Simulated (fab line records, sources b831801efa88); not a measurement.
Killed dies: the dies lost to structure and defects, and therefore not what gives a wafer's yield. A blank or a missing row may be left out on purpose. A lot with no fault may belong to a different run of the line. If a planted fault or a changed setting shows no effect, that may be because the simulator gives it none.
fab line records | flow sky130
[record] lots = 6 wafers = 18 last_day = 50
route steps=708 shown LDD_HVP@285 LDD_LDN@289 PAD_OPEN@708
lots that met no fault: from a run of the same line without faults
start_h: hours from the record's opening day to when the first of the lot's shown wafers began | wait_h: hours from the lot's prior step to this one | " identical to the entry in the row above | L1.1+2: a row that stands for several wafers | - value missing, or start not given | * or withheld: withheld | < > ~ a bound
route shown NAME@n: names a module that has steps shown in the file, with the first one's number in the route | usual: average and standard deviation across the fault-free wafers | same: alike in all rows | chamber/n: place in a boat | sites: per-site readings | _std_site: standard deviation across them | _edge_site: inner sites' mean taken away from outer sites' mean | radius_mm: how far each site lies from the wafer's centre | mask NAME#n: copy n | behind: the tool/chamber that last shaped the wafer | hold: cause of the lot's hold/its duration in hours/its outcome | device: which transistor (n, p or np) failed to switch | end of line: tests run on the same wafers once the route is complete | a step with no rows: only its recipe | killed: count of dies lost to structure and defects at first sort (not the wafer's yield) | map: the dies of a wafer, with x for killed, . for not killed, _ for no die there
set.NAME: the setting the step ran with; set.NAME@STEP: the setting that earlier step ran with | model.NAME: the simulator's own value behind a step, which no gauge read
lots at selected steps of the route; one table per step, one row per wafer
services: from which hour (start_h, from the record's first day; less than 0 if before it) a tool's chamber was out of use, for how many hours, and why
[[steps]]
[step SKY_LDD_HVP_OVL_MEAS_07]
[usual] LDD_HVP_OVL = 0.6/1.5
// columns lot.wafer tool chamber start_h wait_h LDD_HVP_OVL[nm]
L423.3 overlay-01 - 506.27 0.1 -0.1
L423.4 " - " " 0.3
L423.5 " - " " 0.2
L426.1 overlay-01 - 571.12 0.1 -0.7
L426.3 " - " " -0.8
L426.4 " - " " -0.5
L439.1 overlay-01 - 663.36 0.1 0.2
L439.2 " - " " 0.6
L439.6 " - " " -0.4
L437.2 overlay-02 - 665.18 0.1 -0.1
L437.3 " - " " 2.3
L437.4 " - " " 1.2
L440.1 overlay-01 - 678.66 0.1 1.4
L440.5 " - " " 2.1
L440.6 " - " " 1.0
L443.2 overlay-01 - 692.78 0.1 -0.3
L443.4 " - " " 0.0
L443.6 " - " " 4.3
[step SKY_LDD_HVP_IMPLANT_08]
[recipe] species = B energy_kev = 20 dose_cm2 = 1.7e+13 tilt_deg = 17.9
[step SKY_LDD_HVP_STRIP_09]
[recipe] chemistry = O2/N2 power_w = 1400 pressure_mtorr = 1500 platen_temp_c = withheld o2_flow_sccm = 3000 n2_flow_sccm = 300 overash_fraction = 0.5
[usual] drypump_motor_current_A = 5.6/0.35 oes_product_au = 0.408/0.0048 strip_time_to_endpoint_s = 4.137/0.015
// columns lot.wafer tool chamber start_h wait_h drypump_motor_current_A oes_product_au rf_hours_counter_h strip_time_to_endpoint_s
L423.3 plasma_asher-01 1 506.48 0.1 5.9 0.409 - 4.121
L423.4 " 0 " " 5.5 0.403 - 4.116
L423.5 " 0 " " 5.5 0.411 - 4.120
L426.1 plasma_asher-02 1 571.31 0.1 5.0 0.408 14 4.133
L426.3 " 0 " " 6.0 0.406 - 4.162
L426.4 " 1 " " 5.0 0.417 - 4.162
L439.1 plasma_asher-02 0 663.54 0.1 6.0 0.404 24 4.110
L439.2 " 1 " " 5.0 0.417 24 4.124
L439.6 " 0 " " 6.0 0.406 - 4.156
L437.2 plasma_asher-01 0 665.36 0.1 5.5 0.406 85 4.155
L437.3 " 0 " " 5.5 0.412 - 4.150
L437.4 " 1 " " 5.9 0.406 - 4.145
L440.1 plasma_asher-02 1 678.84 0.1 5.0 0.412 25 4.117
L440.5 " 1 " " 5.0 0.403 - 4.141
L440.6 " 0 " " 6.0 0.402 - 4.129
L443.2 plasma_asher-02 0 692.96 0.1 6.0 0.410 27 4.112
L443.4 " 0 " " 5.9 0.409 - 4.115
L443.6 " 1 " " 5.0 0.406 - 4.118
[step SKY_LDD_HVP_TW_MEAS_10]
[usual] LDD_HVP_TW = 456.2/1.8
// columns lot.wafer tool chamber start_h wait_h LDD_HVP_TW
L423.3 film_metro-02 - 506.57 0.1 458.0
L423.4 " - " " 456.0
L423.5 " - " " 453.3
L426.1 film_metro-01 - 571.41 0.1 456.3
L426.3 " - " " 454.4
L426.4 " - " " 458.4
L439.1 film_metro-02 - 663.64 0.1 456.2
L439.2 " - " " 456.7
L439.6 " - " " 455.4
L437.2 film_metro-01 - 665.47 0.1 459.4
L437.3 " - " " 459.4
L437.4 " - " " 455.9
L440.1 film_metro-02 - 678.94 0.1 458.2
L440.5 " - " " 456.7
L440.6 " - " " 456.5
L443.2 film_metro-04 - 693.07 0.1 452.7
L443.4 " - " " 455.9
L443.6 " - " " 452.2
[step SKY_LDD_LDN_DEHYDRATE_00]
[recipe] temp_c = 200 time_s = 60
[step SKY_LDD_LDN_HMDS_01]
[recipe] prime_time_s = 60 prime_temp_c = 120
[step SKY_LDD_LDN_COAT_02]
[recipe] resist = NOVOLAK spin_rpm = 3000 resist_thk_nm = 1140
[step SKY_LDD_LDN_SOFTBAKE_03]
[recipe] temp_c = 90 time_s = 60 resist = NOVOLAK
[step SKY_LDD_LDN_EXPOSE_04]
[recipe] mask_id = LDNTM na = 0.6 source_shape = conventional sigma_outer = 0.6 polarization = unpolarized target_cd_nm = 700 dose_mj = 140
[step SKY_LDD_LDN_PEB_05]
[recipe] temp_c = withheld time_s = * resist = NOVOLAK
[step SKY_LDD_LDN_DEVELOP_06]
[recipe] resist = NOVOLAK developer = TMAH develop_time_s = 60 dev_temp_c = 23
[step SKY_LDD_LDN_OVL_MEAS_07]
[usual] LDD_LDN_OVL = -0.9/1.4
// columns lot.wafer tool chamber start_h wait_h LDD_LDN_OVL[nm]
L423.3 overlay-01 - 536.67 0.1 -0.3
L423.4 " - " " -1.3
L423.5 " - " " -0.2
L426.1 overlay-01 - 599.85 0.1 -0.3
L426.3 " - " " -0.3
L426.4 " - " " 0.6
L439.1 overlay-01 - 691.66 0.1 -4.2
L439.2 " - " " -2.8
L439.6 " - " " -3.1
L437.2 overlay-02 - 693.25 0.1 -3.1
L437.3 " - " " -2.5
L437.4 " - " " -2.1
L440.1 overlay-01 - 706.61 0.1 -2.4
L440.5 " - " " -2.1
L440.6 " - " " -4.3
L443.2 overlay-01 - 720.70 0.1 -3.1
L443.4 " - " " 0.0
L443.6 " - " " -0.9
[step SKY_LDD_LDN_IMPLANT_08]
[recipe] species = As energy_kev = 15 dose_cm2 = 1.25e+13 tilt_deg = withheld rotation_deg = 23
[usual] dose_ions_cm2 = 1.2499e+13/1.1e+10 faraday_current_uA = 70.6/1.4
// columns lot.wafer tool chamber start_h wait_h dose_ions_cm2 faraday_current_uA
L423.3 implanter-04 0 536.74 0.1 1.2504e+13 73.9
L423.4 " 0 " " 1.25e+13 71.4
L423.5 " 0 " " 1.2484e+13 71.8
L426.1 implanter-03 0 599.88 0.0 1.2492e+13 68.5
L426.3 " 0 " " 1.2502e+13 70.9
L426.4 " 0 " " 1.2498e+13 70.4
L439.1 implanter-04 0 691.70 0.0 1.1656e+13 65.5
L439.2 " 0 " " 1.166e+13 64.9
L439.6 " 0 " " 1.1645e+13 66.7
L437.2 implanter-04 0 693.31 0.0 1.1633e+13 65.9
L437.3 " 0 " " 1.162e+13 67.1
L437.4 " 0 " " 1.1636e+13 64.7
L440.1 implanter-01 0 706.64 0.0 1.2513e+13 70.6
L440.5 " 0 " " 1.2483e+13 70.7
L440.6 " 0 " " 1.2484e+13 72.3
L443.2 implanter-01 0 720.76 0.0 1.2494e+13 71.0
L443.4 " 0 " " 1.2485e+13 68.1
L443.6 " 0 " " 1.2516e+13 69.3
[step SKY_LDD_LDN_IMPLANT_09]
[recipe] species = As energy_kev = 14.88 dose_cm2 = 1.25e+13 tilt_deg = withheld rotation_deg = 113
[step SKY_PAD_OPEN_PROBE_99]
[usual] killed_at_M0_to_M3 = 44/7.2 killed_at_M4_up = 3.0/1.8 killed_at_contacts = 24/5.4 killed_at_front_end = 14/4.4 killed_at_other = 0.4/0.64 killed_dies = 86/9.4 killed_open = 47/7.7 killed_short = 39/5.8
[same] gross_dies = 492 killed_at_back_side = 0
// columns lot.wafer tool chamber start_h wait_h killed_at_M0_to_M3 killed_at_M4_up killed_at_contacts killed_at_front_end killed_at_other killed_dies killed_open killed_short
L426.1 prober-01 - 1125.77 0.1 43 4 32 17 1 97 49 46
L426.3 prober-01 - 1125.87 0.2 48 4 20 25 1 98 54 43
L426.4 prober-01 - 1125.92 0.2 37 1 23 23 2 86 45 39
L439.1 prober-02 - 1185.24 0.1 45 4 26 10 0 85 39 46
L439.2 prober-02 - 1185.29 0.1 42 3 21 15 0 81 40 41
L439.6 prober-02 - 1185.49 0.2 41 4 26 10 0 81 49 32
// killed by level:class
L426.1 VIA1:geometric_particle:open=10 CONTACT:geometric_particle:open=10 VIA2:geometric_particle:open=7 CONTACT:geometric_particle:short=7 METAL2:geometric_particle:short=7 LI_CONTACT:geometric_particle:open=6 VIA1:geometric_particle:short=5 LI_CONTACT:geometric_particle:short=4
L426.3 VIA1:geometric_particle:open=12 VIA2:geometric_particle:open=9 POLY_GATE:geometric_particle:short=8 CONTACT:geometric_particle:open=8 METAL1:geometric_particle:short=7 LI_CONTACT:geometric_particle:open=6 POLY_GATE:geometric_particle:open=5 VIA3:geometric_particle:open=5
L426.4 FIELD_ISO:geometric_particle:open=8 CONTACT:geometric_particle:open=8 VIA1:geometric_particle:open=8 LOCAL_INTERCONNECT:geometric_particle:short=7 VIA1:geometric_particle:short=6 VIA2:geometric_particle:open=6 METAL2:geometric_particle:short=5 FIELD_ISO:geometric_particle:short=4
L439.1 LI_CONTACT:geometric_particle:open=12 METAL2:geometric_particle:short=7 CONTACT:geometric_particle:open=6 METAL1:geometric_particle:short=6 VIA1:geometric_particle:open=6 VIA3:geometric_particle:open=6 VIA1:geometric_particle:short=5 VIA3:geometric_particle:short=5
L439.2 CONTACT:geometric_particle:open=8 VIA1:geometric_particle:open=7 LI_CONTACT:geometric_particle:open=6 METAL1:geometric_particle:short=6 METAL2:geometric_particle:short=5 VIA1:geometric_particle:short=5 VIA3:geometric_particle:open=5 POLY_GATE:geometric_particle:open=4
L439.6 CONTACT:geometric_particle:open=10 VIA1:geometric_particle:open=10 VIA2:geometric_particle:open=8 VIA3:geometric_particle:open=7 LI_CONTACT:geometric_particle:open=6 METAL2:geometric_particle:short=5 LOCAL_INTERCONNECT:geometric_particle:short=4 VIA2:geometric_particle:short=4
[[services]]
// columns tool chamber start_h hours kind
implanter-04 - 495.56 18.3 pm
implanter-03 - 525.74 0.8 repair
plasma_asher-02 - 532.47 2.0 repair
implanter-04 - 558.59 3.3 pm
implanter-03 - 587.21 2.6 repair
plasma_asher-01 - 634.97 14.6 pm
implanter-03 - 640.39 2.4 repair
implanter-04 - 643.70 1.0 repair
implanter-03 - 649.84 1.5 repair
implanter-03 - 668.44 4.0 repair
implanter-01 - 677.95 6.5 pm
implanter-04 - 705.13 3.1 repair
[[key]]
[first_sign] step = SKY_LDD_LDN_IMPLANT_08 reading = dose_ions_cm2 direction = down sigmas = 75 usual = * struck = *
[effect] step = SKY_LDD_LDN_IMPLANT_08 reading = faraday_current_uA direction = down sigmas = 3.4 usual = 70.6 struck = 65.8
met_at SKY_LDD_LDN_IMPLANT_08
struck_wafers L437.2,L437.3,L437.4,L439.1,L439.2,L439.6
tester_left_out L437,L439
onset_between 536.74 691.70
[fault] kind = process_parameter_drift tool = implanter-04 chamber = - onset_h = 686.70 steps = SKY_LDD_LDN_IMPLANT_08 channel = dose_cm2 offset = * shape = step end_h = 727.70 acts_in = * stated = *
// tester_left_out: of these lots the tester's yield and bins aren't shown, on N5 and GAA mostly nor the transistor test; their killed dies are dies lost to structure and defects alone, not to doping, threshold or leakage, so they don't give the yield
